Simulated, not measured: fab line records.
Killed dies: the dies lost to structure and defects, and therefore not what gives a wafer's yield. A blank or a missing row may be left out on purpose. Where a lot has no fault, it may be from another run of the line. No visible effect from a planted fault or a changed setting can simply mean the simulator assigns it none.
Chamber matching | flow sky130 | rie_diel-04 running SKY_VIA4_ETCH_12: 4 sister chambers
The step etches SiO2 in C4F8/O2/Ar, stops on TiN, target depth 580 nm. 22 wafers are shown with their chamber, then 11 later ones without.

WAFERS, EACH WITH ITS CHAMBER
wafer  | chamber | oes_product_au (a.u.)
L074.1 | 3       | 0.922
L074.3 | 1       | 0.923
L074.6 | 0       | 0.925
L075.1 | 1       | 0.925
L075.4 | 0       | 0.921
L075.5 | 2       | 0.934
L076.1 | 0       | 0.928
L076.4 | 3       | 0.927
L076.6 | 2       | 0.924
L077.4 | 3       | 0.926
L077.5 | 0       | 0.934
L077.6 | 3       | 0.933
L078.1 | 1       | 0.920
L078.3 | 2       | 0.924
L078.6 | 3       | 0.924
L079.1 | 2       | 0.927
L079.3 | 3       | 0.919
L079.5 | 3       | 0.927
L083.2 | 3       | 0.926
L083.3 | 0       | 0.928
L083.4 | 2       | 0.926
L087.1 | 2       | 0.922

SIGNATURES (averages over the wafers above)
reading        | chamber 0 | chamber 1 | chamber 2 | chamber 3 | scatter within a chamber
oes_product_au | 0.92720   | 0.92267   | 0.92617   | 0.92550   | 0.00415
Rule: a wafer's distance from a chamber is the root of the sum, over the readings, of the square of ((its reading less the chamber's mean) divided by the reading's scatter). If the next closest chamber is less than 2 further off than the closest, the wafer can't be placed; otherwise it belongs to the closest. The scatter: the root of (the sum of the squares of (reading less its chamber's mean) over the shown wafers, divided by (wafers less chambers)).

WAFERS WITH NO CHAMBER GIVEN
wafer  | oes_product_au (a.u.)
L087.3 | 0.931
L087.4 | 0.922
L089.1 | 0.930
L089.2 | 0.919
L089.4 | 0.922
L093.3 | 0.919
L093.4 | 0.931
L093.5 | 0.922
L097.4 | 0.922
L097.5 | 0.923
L097.6 | 0.923

WHICH CHAMBER EACH WENT THROUGH
wafer  | from the rows above               | in truth
L087.3 | can't be placed: 0 or 2 or 3 or 1 | 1
L087.4 | can't be placed: 1 or 3 or 2 or 0 | 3
L089.1 | can't be placed: 0 or 2 or 3 or 1 | 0
L089.2 | can't be placed: 1 or 3 or 2 or 0 | 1
L089.4 | can't be placed: 1 or 3 or 2 or 0 | 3
L093.3 | can't be placed: 1 or 3 or 2 or 0 | 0
L093.4 | can't be placed: 0 or 2 or 3 or 1 | 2
L093.5 | can't be placed: 1 or 3 or 2 or 0 | 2
L097.4 | can't be placed: 1 or 3 or 2 or 0 | 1
L097.5 | can't be placed: 1 or 3 or 2 or 0 | 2
L097.6 | can't be placed: 1 or 3 or 2 or 0 | 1
Correctly placed: 0 of 11. Unplaceable from these rows: 11, with the true chamber sitting among the candidates in 11. Placed wrongly: 0.
